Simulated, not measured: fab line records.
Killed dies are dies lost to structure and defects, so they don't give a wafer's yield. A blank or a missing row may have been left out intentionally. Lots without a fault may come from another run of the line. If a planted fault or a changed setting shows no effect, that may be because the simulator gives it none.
Which of the tools did it? -- flow gf180mcu -- Sampling: 15 lots, 43 wafers, 3 of 602 route steps

== WHAT THE GAUGES READ, wafer by wafer ==
GF_M5_OVL_MEAS_08.
lot,measured,on,M5_OVL (nm)
L942,day 26 05:43,overlay-02,1 13 -5
L944,day 26 16:29,overlay-01,-3 3 0
L945,day 27 05:37,overlay-02,4 8 -5
L947,day 27 19:46,overlay-01,-5 -5 -4
L948,day 28 03:02,overlay-02,-5 -9 -13
L951,day 29 04:19,overlay-01,-2 -2 2
L952,day 29 09:32,overlay-02,-4 0
L953,day 29 22:43,overlay-01,2 1
L954,day 30 11:14,overlay-01,-7 -8 2
L957,day 30 19:25,overlay-02,3 -9 2
L959,day 31 09:53,overlay-02,-18 -9 -8
L961,day 31 21:32,overlay-02,-8 4 -6
L963,day 32 05:37,overlay-02,2 0 3
L964,day 32 12:22,overlay-01,0 4 2
L965,day 32 16:31,overlay-01,-10 -3 -5

GF_V5_OVL_MEAS_15.
lot,measured,on,V5_OVL (nm)
L942,day 27 03:58,overlay-02,4 4 3
L944,day 27 14:17,overlay-02,-1 2 -3
L945,day 28 03:44,overlay-02,-5 -6 -3
L947,day 28 16:43,overlay-01,-4 -5 -10
L948,day 29 00:04,overlay-01,1 -6 -5
L951,day 30 00:46,overlay-01,0 3 6
L952,day 30 05:35,overlay-01,8 5
L953,day 30 18:20,overlay-01,-2 -5
L954,day 31 06:23,overlay-02,-1 -6 -3
L957,day 31 14:23,overlay-02,-10 -11 -1
L959,day 32 04:40,overlay-01,1 -1 3
L961,day 32 15:41,overlay-01,8 4 6
L963,day 32 23:30,overlay-02,5 9 7
L964,day 33 06:26,overlay-02,7 4 9
L965,day 33 09:52,overlay-02,-3 -3 -5

== WHICH TOOL RAN EACH LOT (tool, then ch and the chambers of the sampled wafers, then the start) ==
lot,GF_DNWELL_DEVELOP_06
L942,"lithoTrack-01 ch 0, day 2 20:00"
L944,"lithoTrack-02 ch 0, day 3 04:00"
L945,"lithoTrack-01 ch 0, day 3 10:00"
L947,"lithoTrack-04 ch 0, day 3 23:00"
L948,"lithoTrack-02 ch 0, day 4 02:00"
L951,"lithoTrack-02 ch 0, day 4 20:00"
L952,"lithoTrack-02 ch 0, day 5 01:00"
L953,"lithoTrack-02 ch 0, day 5 10:00"
L954,"lithoTrack-02 ch 0, day 5 20:00"
L957,"lithoTrack-01 ch 0, day 6 03:00"
L959,"lithoTrack-01 ch 0, day 6 13:00"
L961,"lithoTrack-04 ch 0, day 7 01:00"
L963,"lithoTrack-01 ch 0, day 7 09:00"
L964,"lithoTrack-01 ch 0, day 7 16:00"
L965,"lithoTrack-01 ch 0, day 7 19:00"
- GF_DNWELL_DEVELOP_06: develop time 60 s.

== WHAT THE TOOLS THEMSELVES READ (means of the sampled wafers that have a number; where no wafer has one, the mark that the record gives instead) ==
The record holds no such reading with a usual standard deviation.

== THE ANSWER, worked out from the rows above alone ==
Rule: what is usual is taken from the lots themselves. The widest of any qualifying gaps counts: lots, ordered by their means at a reading, are off when they make up no more than a third of the lots, leave a main group of 4 or more, and stand apart from it by 3 or more times the standard deviation of that group's means. If all means in a main group match to the digits the tables above print for the reading, that group is not used. Also off: a lot with no number at a reading for which 4 or more lots have one. Any other lot the step has rows for is counted as sound. First the gauges in route order, then the tools' own readings, where a lot's mean is used as printed above. At the first step where some lot is off, the reading lying furthest off is the one used; lots without a number count as furthest.
No lot is off at any reading shown: from this, nothing can be told.

== WHAT HAD BEEN PUT IN BY THE SIMULATOR ==
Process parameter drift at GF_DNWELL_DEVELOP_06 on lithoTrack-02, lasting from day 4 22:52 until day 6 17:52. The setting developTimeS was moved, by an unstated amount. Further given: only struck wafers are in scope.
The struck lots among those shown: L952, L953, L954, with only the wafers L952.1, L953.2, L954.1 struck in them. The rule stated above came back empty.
